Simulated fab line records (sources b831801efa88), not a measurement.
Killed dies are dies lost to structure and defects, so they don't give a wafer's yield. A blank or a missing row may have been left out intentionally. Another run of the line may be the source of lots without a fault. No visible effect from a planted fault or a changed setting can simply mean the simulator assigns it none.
fab line records	flow sky130
record lots=5	wafers=23
route steps=708 shown FIELD_ISO@11 NWELL@33 PWDE@47 VT_ADJUST_LVTN@110 VT_ADJUST_NCORE@125 VT_ADJUST_HVTR@137 SONOS_TUNNEL@157 SONOS_ONO@183
start-h: hours from the record's first day to the start of the lot's first wafer shown	wait-h: hours from the lot's prior step to this one	" same as the row above	L1.1+2: one row covering several wafers at once	- no value present, or no start provided	* or withheld: withheld	< > ~ a bound
route shown NAME@n: names a module that has steps shown in the file, with the first one's number in the route	usual: mean/standard deviation of fault-free wafers	same: alike in all rows	chamber/n: place in a boat	sites: the reading at each site	_std_site: standard deviation of those values	_edge_site: the outer-site mean with the inner-site mean subtracted	radius-mm: how far each site lies from the wafer's centre	mask NAME#n: copy n	behind: the last tool/chamber to shape the wafer	hold: the reason the lot was held/the length of the hold in hours/how it ended	device: the n, p or np transistor that did not switch	end of line: the route-end tests of the same wafers	a step without rows: its recipe alone	killed: at the first sort, the dies lost to defects and structure; wafer yield is something else	map: a wafer's dies, marking killed ones x, the rest . and places with no die _
set.NAME: the setting that was run; set.NAME@STEP: the one run at that earlier step	model.NAME: the simulator's own value behind a step, which no gauge read
lots where settings were altered on purpose, with a table for each step and a row for each wafer
## steps
# step SKY_FIELD_ISO_EXPOSE_10
# recipe mask-id=FOM	na=0.68	source-shape=annular	sigma-inner=0.4	sigma-outer=0.8	target-cd-nm=150	dose-mj=28
lot.wafer	tool	chamber	start-h	wait-h	mask	set.dose-mj
L075.1+2+4	krf-scanner-01	0	-	-	FOM#0	28
L075.3+5	"	0	"	"	FOM#0	26.59
L078.2+3+4	krf-scanner-02	0	-	-	FOM#0	29.33
L078.5+6	"	0	"	"	FOM#0	28
L079.2+3+5	krf-scanner-01	0	-	-	FOM#0	26.47
L079.4+6	"	0	"	"	FOM#0	28
L080.2+3+4+5+6	krf-scanner-01	0	-	-	FOM#0	28
L084.1+3+6	krf-scanner-01	0	-	-	FOM#0	28
# step SKY_FIELD_ISO_PEB_11
# recipe peb-temp-c=withheld	peb-time-s=withheld	resist=KrF-thick
# step SKY_FIELD_ISO_DEVELOP_12
# recipe develop-time-s=60	resist=KrF-thick	dev-temp-c=21
# step SKY_FIELD_ISO_CD_MEAS_13
# recipe target-cd-nm=150
# usual cd-nm=150.3/0.96
lot.wafer	tool	chamber	start-h	wait-h	set.dose-mj@FIELD_ISO_EXPOSE_10	cd-nm
L075.1	cd-sem-02	-	37.13	-	28	149.5
L075.2	"	-	"	"	28	152.0
L075.3	"	-	"	"	26.59	161.0
L075.4	"	-	"	"	28	151.3
L075.5	"	-	"	"	26.59	161.0
L078.2	cd-sem-02	-	51.40	-	29.33	140.3
L078.3	"	-	"	"	29.33	140.7
L078.4	"	-	"	"	29.33	141.1
L078.5	"	-	"	"	28	149.7
L078.6	"	-	"	"	28	150.4
L079.2	cd-sem-02	-	55.81	-	26.47	161.0
L079.3	"	-	"	"	26.47	161.1
L079.4	"	-	"	"	28	150.6
L079.5	"	-	"	"	26.47	161.2
L079.6	"	-	"	"	28	150.9
L080.2	cd-sem-01	-	61.13	-	28	151.4
L080.3	"	-	"	"	28	149.6
L080.4	"	-	"	"	28	149.8
L080.5	"	-	"	"	28	149.8
L080.6	"	-	"	"	28	149.8
L084.1	cd-sem-01	-	80.29	-	28	149.7
L084.3	"	-	"	"	28	149.9
L084.6	"	-	"	"	28	149.8
# step SKY_FIELD_ISO_ETCH_14
# recipe chemistry=N2/H2	target=BARC	ion-energy-ev=200	source-w=500	bias-w=100	pressure-mtorr=30	n2-flow-sccm=100	h2-flow-sccm=200	stop-on=SiO2	time-s=45.9	target-depth-a=600
lot.wafer	tool	chamber	start-h	wait-h	set.dose-mj@FIELD_ISO_EXPOSE_10	model.FIELD_ISO.cd-nm
L075.1	rie-diel-01	2	37.25	0.1	28	149
L075.2	"	1	"	"	28	150.9
L075.3	"	0	"	"	26.59	159.7
L075.4	"	1	"	"	28	150.2
L075.5	"	0	"	"	26.59	158.9
L078.2	rie-diel-03	3	51.50	0.1	29.33	141.6
L078.3	"	0	"	"	29.33	141.2
L078.4	"	1	"	"	29.33	142.1
L078.5	"	1	"	"	28	150.3
L078.6	"	2	"	"	28	151.3
L079.2	rie-diel-01	0	55.91	0.1	26.47	159.8
L079.3	"	1	"	"	26.47	160.3
L079.4	"	0	"	"	28	149.5
L079.5	"	1	"	"	26.47	160.5
L079.6	"	2	"	"	28	150.1
L080.2	rie-diel-02	3	61.23	0.1	28	152.3
L080.3	"	2	"	"	28	150.2
L080.4	"	1	"	"	28	149.9
L080.5	"	0	"	"	28	149.1
L080.6	"	1	"	"	28	149.6
L084.1	rie-diel-02	3	80.41	0.1	28	150.6
L084.3	"	2	"	"	28	150.7
L084.6	"	3	"	"	28	150.4
# step SKY_NWELL_OXIDATION_01
# recipe temp-c=900	ambient=O2	stabilise-s=600	purge-s=300	target-thk-a=100	ox-time-s=1418
lot.wafer	tool	chamber	start-h	wait-h	set.ox-time-s	model.SiO2_of_NWELL_OXIDATION_01.thk-nm
L075.1	-	-	-	0.0	1341	9.92
L075.2	"	-	"	"	1341	10.02
L075.3	"	-	"	"	1341	9.888
L075.4	"	-	"	"	1341	9.956
L075.5	"	-	"	"	1341	10.04
L078.2	-	-	-	0.0	1623	10.66
L078.3	"	-	"	"	1623	10.8
L078.4+6	"	-	"	"	1623	10.74
L078.5	"	-	"	"	1623	10.78
L079.2	-	-	-	1.2	1302	9.888
L079.3	"	-	"	"	1302	9.654
L079.4	"	-	"	"	1302	9.627
L079.5	"	-	"	"	1302	9.787
L079.6	"	-	"	"	1302	9.706
L080.2	-	-	-	0.2	1349	9.875
L080.3	"	-	"	"	1349	9.844
L080.4	"	-	"	"	1349	9.832
L080.5	"	-	"	"	1349	9.895
L080.6	"	-	"	"	1349	9.825
L084.1	furnace-01	0	87.82	2.3	1418	10.33
L084.3	"	0	"	"	1418	10.43
L084.6	"	0	"	"	1418	10.52
# step SKY_PWDE_COAT_02
# recipe spin-rpm=2000	resist-thk-nm=3000
lot.wafer	tool	chamber	start-h	wait-h	set.resist-thk-nm	model.coat_of_PWDE_COAT_02.thk-nm
L075.1	litho-track-03	0	65.73	0.1	3050	3057
L075.2	"	0	"	"	3000	3003
L075.3+4	"	0	"	"	3050	3050
L075.5	"	0	"	"	3000	3002
L078.2	litho-track-02	0	83.98	0.1	3140	3131
L078.3	"	0	"	"	3000	2993
L078.4	"	0	"	"	3000	2991
L078.5	"	0	"	"	3000	2986
L078.6	"	0	"	"	3140	3133
L079.2	litho-track-03	0	88.35	0.1	2848	2846
L079.3	"	0	"	"	3000	3007
L079.4	"	0	"	"	2848	2847
L079.5	"	0	"	"	3000	2994
L079.6	"	0	"	"	3000	2992
L080.2+3	litho-track-03	0	92.80	0.1	2952	2963
L080.4	"	0	"	"	2952	2954
L080.5	"	0	"	"	3000	2999
L080.6	"	0	"	"	3000	3009
L084.1	litho-track-03	0	116.73	0.1	3000	2990
L084.3	"	0	"	"	3000	2995
L084.6	"	0	"	"	3000	2998
# step SKY_PWDE_DEVELOP_06
# recipe wall-angle-deg=90	developer=TMAH	develop-time-s=60	dev-temp-c=23
lot.wafer	tool	chamber	start-h	wait-h	set.dev-temp-c
L075.1+2+5	litho-track-02	0	-	-	25.19
L075.3+4	"	0	"	"	23
L078.2+3+6	litho-track-02	0	-	-	23
L078.4+5	"	0	"	"	20.6
L079.2+6	litho-track-02	0	-	-	23
L079.3+4+5	"	0	"	"	21.3
L080.2+3+4+5+6	litho-track-04	0	-	-	23
L084.1+3+6	litho-track-04	0	-	-	23
# step SKY_PWDE_IMPLANT_08
# recipe species=B	energy-kev=150	dose-cm2=3.6e+12	tilt-deg=withheld
# step SKY_PWDE_STRIP_09
# recipe chemistry=O2/N2	power-w=1400	pressure-mtorr=1500	platen-temp-c=withheld	o2-flow-sccm=3000	n2-flow-sccm=300	overash-fraction=0.5
# usual strip-time-to-endpoint-s=36.86/0.092
lot.wafer	tool	chamber	start-h	wait-h	set.resist-thk-nm@PWDE_COAT_02	strip-time-to-endpoint-s
L075.1	plasma-asher-01	1	73.94	0.1	3050	37.54
L075.2	"	0	"	"	3000	36.94
L075.3	"	0	"	"	3050	37.50
L075.4	"	1	"	"	3050	37.51
L075.5	"	0	"	"	3000	36.94
L078.2	plasma-asher-02	1	91.84	0.1	3140	38.43
L078.3	"	0	"	"	3000	36.83
L078.4	"	1	"	"	3000	36.80
L078.5	"	1	"	"	3000	36.74
L078.6	"	0	"	"	3140	38.43
L079.2	plasma-asher-01	0	97.69	0.1	2848	35.17
L079.3	"	0	"	"	3000	37.00
L079.4	"	1	"	"	2848	35.16
L079.5	"	0	"	"	3000	36.83
L079.6	"	1	"	"	3000	36.83
L080.2	plasma-asher-02	0	102.13	0.1	2952	36.47
L080.3	"	1	"	"	2952	36.46
L080.4	"	0	"	"	2952	36.36
L080.5	"	0	"	"	3000	36.92
L080.6	"	1	"	"	3000	37.02
L084.1	plasma-asher-01	0	126.23	0.1	3000	36.81
L084.3	"	1	"	"	3000	36.84
L084.6	"	1	"	"	3000	36.88
# step SKY_VT_ADJUST_LVTN_COAT_13
# recipe resist=NOVOLAK	spin-rpm=3000	resist-thk-nm=1140
lot.wafer	tool	chamber	start-h	wait-h	set.resist-thk-nm	model.NOVOLAK_of_VT_ADJUST_LVTN_COAT_13.thk-nm
L075.1	litho-track-03	0	158.38	0.1	1140	1142
L075.2	"	0	"	"	1176	1176
L075.3	"	0	"	"	1140	1139
L075.4	"	0	"	"	1176	1180
L075.5	"	0	"	"	1140	1140
L078.2	litho-track-01	0	179.71	0.1	1140	1136
L078.3+4	"	0	"	"	1140	1137
L078.5	"	0	"	"	1117	1110
L078.6	"	0	"	"	1117	1113
L079.2	litho-track-01	0	185.56	0.1	1165	1164
L079.3	"	0	"	"	1165	1158
L079.4	"	0	"	"	1140	1134
L079.5	"	0	"	"	1140	1135
L079.6	"	0	"	"	1140	1140
L080.2	litho-track-04	0	190.57	0.1	1140	1138
L080.3+4	"	0	"	"	1140	1137
L080.5+6	"	0	"	"	1140	1136
L084.1+6	litho-track-03	0	219.03	0.1	1140	1142
L084.3	"	0	"	"	1140	1145
# step SKY_VT_ADJUST_LVTN_EXPOSE_15
# recipe mask-id=HVN_STD_DERIVED	na=0.6	source-shape=conventional	sigma-outer=0.6	polarization=unpolarized	target-cd-nm=600	dose-mj=163
lot.wafer	tool	chamber	start-h	wait-h	mask	set.dose-mj
L075.1+4+5	iline-stepper-01	0	-	-	HVN_STD_DERIVED#0	163
L075.2+3	"	0	"	"	HVN_STD_DERIVED#0	155.8
L078.2+3+6	iline-stepper-02	0	-	-	HVN_STD_DERIVED#0	163
L078.4+5	"	0	"	"	HVN_STD_DERIVED#0	158.3
L079.2+4+6	iline-stepper-02	0	-	-	HVN_STD_DERIVED#0	163
L079.3+5	"	0	"	"	HVN_STD_DERIVED#0	155.6
L080.2+3	iline-stepper-02	0	-	-	HVN_STD_DERIVED#0	167.4
L080.4+5+6	"	0	"	"	HVN_STD_DERIVED#0	163
L084.1+3+6	iline-stepper-02	0	-	-	HVN_STD_DERIVED#0	163
# step SKY_VT_ADJUST_LVTN_PEB_16
# recipe temp-c=withheld	time-s=*	resist=NOVOLAK
# step SKY_VT_ADJUST_LVTN_DEVELOP_17
# recipe resist=NOVOLAK	developer=TMAH	develop-time-s=60	dev-temp-c=21.94
lot.wafer	tool	chamber	start-h	wait-h	set.dose-mj@VT_ADJUST_LVTN_EXPOSE_15	model.VT_ADJUST_LVTN.cd-nm
L075.1	litho-track-04	0	168.34	0.1	163	601.2
L075.2	"	0	"	"	155.8	588.3
L075.3	"	0	"	"	155.8	591
L075.4	"	0	"	"	163	597.6
L075.5	"	0	"	"	163	601.1
L078.2	litho-track-04	0	190.12	0.1	163	601.5
L078.3	"	0	"	"	163	601.3
L078.4	"	0	"	"	158.3	593.8
L078.5	"	0	"	"	158.3	594.5
L078.6	"	0	"	"	163	604.8
L079.2	litho-track-03	0	195.70	0.1	163	602.8
L079.3	"	0	"	"	155.6	587.6
L079.4	"	0	"	"	163	600.9
L079.5	"	0	"	"	155.6	591.1
L079.6	"	0	"	"	163	603.4
L080.2	litho-track-03	0	201.85	0.1	167.4	611.3
L080.3	"	0	"	"	167.4	611.6
L080.4	"	0	"	"	163	602.8
L080.5+6	"	0	"	"	163	603.7
L084.1	litho-track-01	0	230.44	0.1	163	601.7
L084.3	"	0	"	"	163	598.8
L084.6	"	0	"	"	163	602.2
# step SKY_VT_ADJUST_LVTN_IMPLANT_19
# recipe species=B	energy-kev=30	dose-cm2=6.5e+11	tilt-deg=withheld
# step SKY_VT_ADJUST_LVTN_STRIP_20
# recipe chemistry=O2/N2	power-w=1400	pressure-mtorr=1500	platen-temp-c=withheld	o2-flow-sccm=3000	n2-flow-sccm=300	overash-fraction=0.5
# usual strip-time-to-endpoint-s=14.18/0.052
lot.wafer	tool	chamber	start-h	wait-h	set.resist-thk-nm@VT_ADJUST_LVTN_COAT_13	strip-time-to-endpoint-s
L075.1	plasma-asher-04	0	168.68	0.1	1140	14.20
L075.2	"	1	"	"	1176	14.56
L075.3	"	0	"	"	1140	14.16
L075.4	"	1	"	"	1176	14.60
L075.5	"	1	"	"	1140	14.19
L078.2	plasma-asher-02	1	190.43	0.1	1140	14.13
L078.3	"	1	"	"	1140	14.13
L078.4	"	0	"	"	1140	14.16
L078.5	"	0	"	"	1117	13.83
L078.6	"	1	"	"	1117	13.87
L079.2	plasma-asher-02	1	196.01	0.1	1165	14.43
L079.3	"	0	"	"	1165	14.35
L079.4	"	1	"	"	1140	14.11
L079.5	"	1	"	"	1140	14.13
L079.6	"	0	"	"	1140	14.17
L080.2	plasma-asher-03	1	202.16	0.1	1140	14.14
L080.3	"	0	"	"	1140	14.12
L080.4	"	1	"	"	1140	14.13
L080.5	"	0	"	"	1140	14.14
L080.6	"	1	"	"	1140	14.12
L084.1	plasma-asher-02	1	230.77	0.1	1140	14.21
L084.3	"	0	"	"	1140	14.24
L084.6	"	0	"	"	1140	14.20
# step SKY_VT_ADJUST_NCORE_DEVELOP_06
# recipe resist=NOVOLAK	developer=TMAH	develop-time-s=60	dev-temp-c=23
lot.wafer	tool	chamber	start-h	wait-h	set.develop-time-s
L075.1+2+3+4+5	litho-track-02	0	189.01	0.1	60
L078.2+3+4+5+6	litho-track-02	0	211.93	0.1	60
L079.2+3+5	litho-track-02	0	217.38	0.1	67.88
L079.4+6	"	0	"	"	60
L080.2+3+6	litho-track-03	0	224.10	0.1	66.71
L080.4+5	"	0	"	"	60
L084.1+3+6	litho-track-04	0	253.99	0.1	60
# step SKY_VT_ADJUST_NCORE_CD_MEAS_07
# recipe target-cd-nm=380
# usual cd-nm=380.8/2.7
lot.wafer	tool	chamber	start-h	wait-h	set.develop-time-s@VT_ADJUST_NCORE_DEVELOP_06	cd-nm
L075.1	cd-sem-02	-	189.16	0.1	60	374.1
L075.2	"	-	"	"	60	377.8
L075.3	"	-	"	"	60	376.6
L075.4	"	-	"	"	60	379.8
L075.5	"	-	"	"	60	378.8
L078.2	cd-sem-01	-	212.08	0.1	60	377.7
L078.3	"	-	"	"	60	379.2
L078.4	"	-	"	"	60	376.7
L078.5	"	-	"	"	60	379.1
L078.6	"	-	"	"	60	378.7
L079.2	cd-sem-01	-	217.53	0.1	67.88	393.3
L079.3	"	-	"	"	67.88	393.7
L079.4	"	-	"	"	60	383.1
L079.5	"	-	"	"	67.88	393.8
L079.6	"	-	"	"	60	382.6
L080.2	cd-sem-01	-	224.25	0.1	66.71	388.4
L080.3	"	-	"	"	66.71	391.8
L080.4	"	-	"	"	60	381.6
L080.5	"	-	"	"	60	381.1
L080.6	"	-	"	"	66.71	389.0
L084.1	cd-sem-01	-	254.14	0.1	60	384.4
L084.3	"	-	"	"	60	385.6
L084.6	"	-	"	"	60	383.7
# step SKY_VT_ADJUST_NCORE_IMPLANT_09
# recipe species=B	energy-kev=10	dose-cm2=2.4e+12	tilt-deg=withheld
lot.wafer	tool	chamber	start-h	wait-h	set.energy-kev	model.implant.rp-nm	model.implant.drp-nm
L075.1+2+4	implanter-04	0	189.31	0.0	10.46	33.69	17.66
L075.3+5	"	0	"	"	10	32.23	17.11
L078.2+3+4+5+6	implanter-04	0	212.24	0.0	10	33.09	17.11
L079.2+4+5	implanter-03	0	217.69	0.0	9.719	32.66	16.78
L079.3+6	"	0	"	"	10	33.42	17.11
L080.2+3+4+5+6	implanter-04	0	224.41	0.0	10	32.46	17.11
L084.1+3+6	implanter-02	0	254.30	0.0	10	33.38	17.11
# step SKY_VT_ADJUST_HVTR_DEVELOP_06
# recipe develop-time-s=60	dev-temp-c=23
lot.wafer	tool	chamber	start-h	wait-h	set.dev-temp-c
L075.1+2+3+4+5	litho-track-02	0	210.26	0.1	23
L078.2+6	litho-track-04	0	234.47	0.1	26.16
L078.3+4+5	"	0	"	"	23
L079.2+3+4+5+6	litho-track-01	0	240.96	0.1	23
L080.2+3+5	litho-track-02	0	247.48	0.1	19.34
L080.4+6	"	0	"	"	23
L084.1+3+6	litho-track-01	0	277.94	0.1	23
# step SKY_VT_ADJUST_HVTR_CD_MEAS_07
# recipe target-cd-nm=380
# usual cd-nm=380.7/2
lot.wafer	tool	chamber	start-h	wait-h	set.dev-temp-c@VT_ADJUST_HVTR_DEVELOP_06	cd-nm
L075.1	cd-sem-02	-	210.41	0.1	23	383.1
L075.2	"	-	"	"	23	381.4
L075.3	"	-	"	"	23	383.7
L075.4	"	-	"	"	23	382.6
L075.5	"	-	"	"	23	381.5
L078.2	cd-sem-01	-	234.61	0.1	26.16	370.1
L078.3	"	-	"	"	23	380.0
L078.4	"	-	"	"	23	381.3
L078.5	"	-	"	"	23	380.7
L078.6	"	-	"	"	26.16	371.8
L079.2	cd-sem-01	-	241.11	0.1	23	382.1
L079.3	"	-	"	"	23	381.3
L079.4	"	-	"	"	23	381.6
L079.5	"	-	"	"	23	379.5
L079.6	"	-	"	"	23	380.9
L080.2	cd-sem-01	-	247.63	0.1	19.34	391.4
L080.3	"	-	"	"	19.34	390.5
L080.4	"	-	"	"	23	380.3
L080.5	"	-	"	"	19.34	390.9
L080.6	"	-	"	"	23	378.5
L084.1	cd-sem-01	-	278.09	0.1	23	377.5
L084.3	"	-	"	"	23	376.1
L084.6	"	-	"	"	23	376.6
# step SKY_SONOS_TUNNEL_SOFTBAKE_03
# recipe temp-c=90	time-s=60	resist=NOVOLAK
lot.wafer	tool	chamber	start-h	wait-h	set.temp-c	model.NOVOLAK_of_SONOS_TUNNEL_COAT_02.thk-nm
L075.1	litho-track-01	0	245.14	0.1	90	1138
L075.2	"	0	"	"	90	1139
L075.3	"	0	"	"	90	1140
L075.4	"	0	"	"	92.85	1131
L075.5	"	0	"	"	92.85	1127
L078.2	litho-track-03	0	271.35	0.1	90	1135
L078.3	"	0	"	"	90	1136
L078.4	"	0	"	"	91.22	1133
L078.5	"	0	"	"	91.22	1132
L078.6	"	0	"	"	91.22	1135
L079.2	litho-track-01	0	276.76	0.1	90	1141
L079.3	"	0	"	"	91.35	1136
L079.4	"	0	"	"	91.35	1141
L079.5	"	0	"	"	90	1143
L079.6	"	0	"	"	91.35	1140
L080.2	litho-track-01	0	284.56	0.1	91.98	1135
L080.3	"	0	"	"	90	1141
L080.4	"	0	"	"	90	1144
L080.5	"	0	"	"	90	1142
L080.6	"	0	"	"	91.98	1137
L084.1+6	litho-track-01	0	316.84	0.1	90	1135
L084.3	"	0	"	"	90	1134
# step SKY_SONOS_TUNNEL_DEVELOP_06
# recipe resist=NOVOLAK	developer=TMAH	develop-time-s=60	dev-temp-c=23
lot.wafer	tool	chamber	start-h	wait-h	set.develop-time-s
L075.1+3+4	litho-track-03	0	256.88	0.1	55.66
L075.2+5	"	0	"	"	60
L078.2+3+5	litho-track-03	0	283.85	0.1	60
L078.4+6	"	0	"	"	53.93
L079.2+3+6	litho-track-04	0	288.67	0.1	60
L079.4+5	"	0	"	"	66.38
L080.2+4	litho-track-01	0	297.06	0.1	60
L080.3+5+6	"	0	"	"	54.55
L084.1+3+6	litho-track-01	0	330.19	0.1	60
# step SKY_SONOS_TUNNEL_CD_MEAS_07
# recipe target-cd-nm=410
# usual cd-nm=410.0/1.9
lot.wafer	tool	chamber	start-h	wait-h	set.develop-time-s@SONOS_TUNNEL_DEVELOP_06	cd-nm
L075.1	cd-sem-02	-	257.03	0.1	55.66	401.7
L075.2	"	-	"	"	60	408.0
L075.3	"	-	"	"	55.66	400.2
L075.4	"	-	"	"	55.66	403.2
L075.5	"	-	"	"	60	411.1
L078.2	cd-sem-01	-	284.00	0.1	60	409.8
L078.3	"	-	"	"	60	411.0
L078.4	"	-	"	"	53.93	398.7
L078.5	"	-	"	"	60	410.6
L078.6	"	-	"	"	53.93	399.1
L079.2	cd-sem-02	-	288.81	0.1	60	409.2
L079.3	"	-	"	"	60	413.2
L079.4	"	-	"	"	66.38	420.6
L079.5	"	-	"	"	66.38	418.5
L079.6	"	-	"	"	60	410.8
L080.2	cd-sem-01	-	297.21	0.1	60	412.3
L080.3	"	-	"	"	54.55	401.4
L080.4	"	-	"	"	60	411.7
L080.5	"	-	"	"	54.55	402.4
L080.6	"	-	"	"	54.55	405.3
L084.1	cd-sem-01	-	330.34	0.1	60	411.6
L084.3	"	-	"	"	60	410.4
L084.6	"	-	"	"	60	409.6
# step SKY_SONOS_ONO_ETCH_15
# recipe target-depth-nm=19.52	chemistry=CHF3/O2	source-w=600	bias-w=200	pressure-mtorr=40	chf3-flow-sccm=50	O2_flow_sccm=5	time-s=7.8
lot.wafer	tool	chamber	start-h	wait-h	set.time-s	model.etch.depth-nm	model.SONOS_ONO.feature-depth-nm
L075.1	rie-diel-04	0	286.55	0.0	8.176	-	20.38
L075.2	"	1	"	"	8.176	20.57	20.57
L075.3	"	2	"	"	7.8	-	19.84
L075.4	"	3	"	"	7.8	19.87	19.87
L075.5	"	2	"	"	7.8	19.72	19.72
L078.2	rie-diel-04	3	313.63	0.0	7.8	-	19.72
L078.3	"	1	"	"	7.8	19.44	19.44
L078.4	"	0	"	"	7.8	-	19.3
L078.5	"	3	"	"	7.8	-	19.99
L078.6	"	0	"	"	7.8	-	19.32
L079.2	rie-diel-01	0	320.01	0.0	8.46	21.64	21.64
L079.3	"	3	"	"	8.46	-	21.48
L079.4	"	1	"	"	7.8	19.77	19.77
L079.5	"	0	"	"	8.46	21.68	21.68
L079.6	"	3	"	"	7.8	-	19.89
L080.2	rie-diel-02	0	331.85	0.0	7.8	-	19.56
L080.3	"	2	"	"	7.8	-	19.31
L080.4	"	1	"	"	7.8	-	19.34
L080.5	"	0	"	"	7.8	-	19.64
L080.6	"	2	"	"	7.8	-	19.3
L084.1	rie-diel-02	3	365.71	0.0	7.8	18.9	18.9
L084.3	"	1	"	"	7.8	19.24	19.24
L084.6	"	1	"	"	7.8	19.2	19.2
## key
split step=SKY_FIELD_ISO_EXPOSE_10	setting=dose-mj	stated=28	by=wafer
response step=SKY_FIELD_ISO_CD_MEAS_13	reading=cd-nm	change=-1.95	per=1%	r=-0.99
response step=SKY_FIELD_ISO_ETCH_14	reading=model.FIELD_ISO.cd-nm	change=-1.89	per=1%	r=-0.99
split step=SKY_NWELL_OXIDATION_01	setting=ox-time-s	stated=1418	by=lot
response step=SKY_NWELL_OXIDATION_01	reading=model.SiO2_of_NWELL_OXIDATION_01.thk-nm	change=+0.0439	per=1%	r=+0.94
split step=SKY_PWDE_COAT_02	setting=resist-thk-nm	stated=3000	by=wafer
response step=SKY_PWDE_COAT_02	reading=model.coat_of_PWDE_COAT_02.thk-nm	change=+30	per=1%	r=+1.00
response step=SKY_PWDE_STRIP_09	reading=strip-time-to-endpoint-s	change=*	per=1%	r=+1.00
split step=SKY_PWDE_DEVELOP_06	setting=dev-temp-c	stated=23	by=wafer
response none clear
split step=SKY_VT_ADJUST_LVTN_COAT_13	setting=resist-thk-nm	stated=1140	by=wafer
response step=SKY_VT_ADJUST_LVTN_COAT_13	reading=model.NOVOLAK_of_VT_ADJUST_LVTN_COAT_13.thk-nm	change=+11.9	per=1%	r=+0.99
response step=SKY_VT_ADJUST_LVTN_STRIP_20	reading=strip-time-to-endpoint-s	change=*	per=1%	r=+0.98
split step=SKY_VT_ADJUST_LVTN_EXPOSE_15	setting=dose-mj	stated=163	by=wafer
response step=SKY_VT_ADJUST_LVTN_DEVELOP_17	reading=model.VT_ADJUST_LVTN.cd-nm	change=+2.7	per=1%	r=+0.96
split step=SKY_VT_ADJUST_NCORE_DEVELOP_06	setting=develop-time-s	stated=60	by=wafer
response step=SKY_VT_ADJUST_NCORE_CD_MEAS_07	reading=cd-nm	change=+0.791	per=1%	r=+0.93
split step=SKY_VT_ADJUST_NCORE_IMPLANT_09	setting=energy-kev	stated=10	by=wafer
response step=SKY_VT_ADJUST_NCORE_IMPLANT_09	reading=model.implant.rp-nm	change=+0.306	per=1%	r=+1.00
response step=SKY_VT_ADJUST_NCORE_IMPLANT_09	reading=model.implant.drp-nm	change=+0.119	per=1%	r=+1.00
split step=SKY_VT_ADJUST_HVTR_DEVELOP_06	setting=dev-temp-c	stated=23	by=wafer
response step=SKY_VT_ADJUST_HVTR_CD_MEAS_07	reading=cd-nm	change=-0.72	per=1%	r=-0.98
split step=SKY_SONOS_TUNNEL_SOFTBAKE_03	setting=temp-c	stated=90	by=wafer
response step=SKY_SONOS_TUNNEL_SOFTBAKE_03	reading=model.NOVOLAK_of_SONOS_TUNNEL_COAT_02.thk-nm	change=-2.81	per=1%	r=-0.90
split step=SKY_SONOS_TUNNEL_DEVELOP_06	setting=develop-time-s	stated=60	by=wafer
response step=SKY_SONOS_TUNNEL_CD_MEAS_07	reading=cd-nm	change=+0.987	per=1%	r=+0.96
split step=SKY_SONOS_ONO_ETCH_15	setting=time-s	stated=7.8	by=wafer
response step=SKY_SONOS_ONO_ETCH_15	reading=model.etch.depth-nm	change=+0.207	per=1%	r=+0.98
response step=SKY_SONOS_ONO_ETCH_15	reading=model.SONOS_ONO.feature-depth-nm	change=+0.191	per=1%	r=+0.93
